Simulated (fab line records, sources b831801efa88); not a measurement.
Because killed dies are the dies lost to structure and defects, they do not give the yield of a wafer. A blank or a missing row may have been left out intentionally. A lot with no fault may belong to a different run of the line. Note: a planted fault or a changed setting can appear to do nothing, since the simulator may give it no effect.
8D (eight disciplines) problem report, filled in by code :: flow sky130 :: the parts of the form that need people (team, actions taken, sign-off) are left out

## 1. WHAT WENT WRONG
Wafers without a fault read 0.2, standard deviation 0.51; killed at other at SKY_PAD_OPEN_PROBE_99 reads a mean of 31.0 on 6 wafers belonging to 2 lots. Measured from the usual mean, that is +60 standard deviations.
First observed at day 48 16:30: wafer L350.1, on prober-02. The record holds 24 wafers of 8 lots with a number at this step. By rule, "out" or "out of limits" means more than 4 standard deviations away from the usual mean. The other wafers with a number count as sound.

## 2. WHAT IT IS, WHAT IT ISN'T
question: which readings at this step
is: killed at other
is not: killed_at_M0_to_M3, killed_at_M4_up, killed at contacts, killed at front end, killed open, killed short, sort_bin_6_memory

question: which lots
is: L350, L351
is not: L343, L345, L352, L354, L356, L363

question: which wafers of those lots
is: all that have a number
is not: -

question: read on which tools
is: prober-01, prober-02
is not: -

question: when
is: from day 48 16:30
is not: up to then (6 sound wafers); but 12 sound wafers of L352, L354, L356, L363 came after

## 3. SUSPECTS, AND WHAT RULES EACH OUT
Counting: any tool at a process step up to the reading is kept as a suspect provided that every lot that is out went through it and no sound lot did after the first of them.
- plasma asher-01 at SKY_CAPM_STRIP_14 (strips in O2/N2): kept. All lots that are out passed through it, beginning with L350 at day 41 00:10, and no sound lot followed; its final sound lot before that point was L345 at day 39 13:06.
Left after counting: plasma asher-01 at SKY_CAPM_STRIP_14.

## 4. THE CAUSE (what the simulator had put in)
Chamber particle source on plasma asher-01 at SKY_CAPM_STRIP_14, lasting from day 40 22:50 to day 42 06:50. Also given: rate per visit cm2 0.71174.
The count eliminated every tool but this one.

## 5. THE EFFECT CHAIN, in route order
Each row: a reading whose mean over the struck wafers that have a number lies more than 3 standard deviations from the usual. Only readings for which the record gives a usual standard deviation are gone through. hours: the time from each lot's start at the first step in this table that gives one to its start at this step, as a median over the lots. sigmas: the change in usual standard deviations.
hours: 0
step: SKY_PAD_OPEN_PROBE_99
reading: killed at other
usual: 0.2
on struck wafers: 31.0
change: +30.8
sigmas: +60
Here are the process steps it includes:
- SKY_PAD_OPEN_PROBE_99

## 6. WHAT WOULD HAVE CAUGHT IT SOONER
In this record the first reading out of limits was taken at day 48 16:30, 186 hours after the fault began at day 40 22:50.
An alarm limit of 4 standard deviations would not have fired on the tool readings at SKY_CAPM_STRIP_14 for which the record gives a usual standard deviation, since none of them was out on any struck wafer.
Each of the lots that are out, 2 in all, had begun SKY_CAPM_STRIP_14 on plasma asher-01 no later than day 48 16:30. A hold on the tool at that time would have spared none of them.
